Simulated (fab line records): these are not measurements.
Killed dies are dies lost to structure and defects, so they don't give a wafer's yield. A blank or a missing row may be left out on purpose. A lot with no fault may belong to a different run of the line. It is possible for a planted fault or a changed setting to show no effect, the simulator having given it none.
Matching of chambers + flow gf180mcu + GF_V1_CVD_02 on pecvd-04 has 3 sister chambers
The step deposits SiO2 from TEOS, target thk 850 nm, time 94.851 s. 3 wafers are shown with their chamber, then 7 later ones without.

== WAFERS, EACH WITH ITS CHAMBER ==
| wafer  | chamber | heaterPowerOuterW (W) |
|--------|---------|-----------------------|
| L608.1 | 0       | 545                   |
| L620.1 | 1       | 437                   |
| L620.2 | 2       | 437                   |

== WAFERS WHOSE CHAMBER IS MISSING ==
| wafer  | heaterPowerOuterW (W) |
|--------|-----------------------|
| L620.3 | 590                   |
| L622.4 | 421                   |
| L622.5 | 319                   |
| L622.6 | 565                   |
| L623.2 | 554                   |
| L623.4 | 342                   |
| L623.6 | 408                   |

== EACH ONE'S CHAMBER ==
| wafer  | from the rows above          | in truth |
|--------|------------------------------|----------|
| L620.3 | can't be placed: 0 or 1 or 2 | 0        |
| L622.4 | can't be placed: 1 or 2 or 0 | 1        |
| L622.5 | can't be placed: 1 or 2 or 0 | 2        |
| L622.6 | can't be placed: 0 or 1 or 2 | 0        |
| L623.2 | can't be placed: 0 or 1 or 2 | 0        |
| L623.4 | can't be placed: 1 or 2 or 0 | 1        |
| L623.6 | can't be placed: 1 or 2 or 0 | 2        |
Correctly placed: 0 of 7. Cannot be placed on the basis of these rows: 7; the candidates contain the true chamber in 7. Number placed wrongly: 0.
How it was worked out, from the rows above alone: a wafer's distance from a chamber is the root of the sum, over the readings, of the square of ((its reading less the chamber's mean) divided by the reading's scatter). The wafer belongs to the nearest chamber; if the next one is less than 2 further off, it can't be placed. A chamber's mean is the mean of its shown wafers. The scatter: root of mean squared gap, hidden wafer to nearest shown wafer, with one shown wafer a chamber.
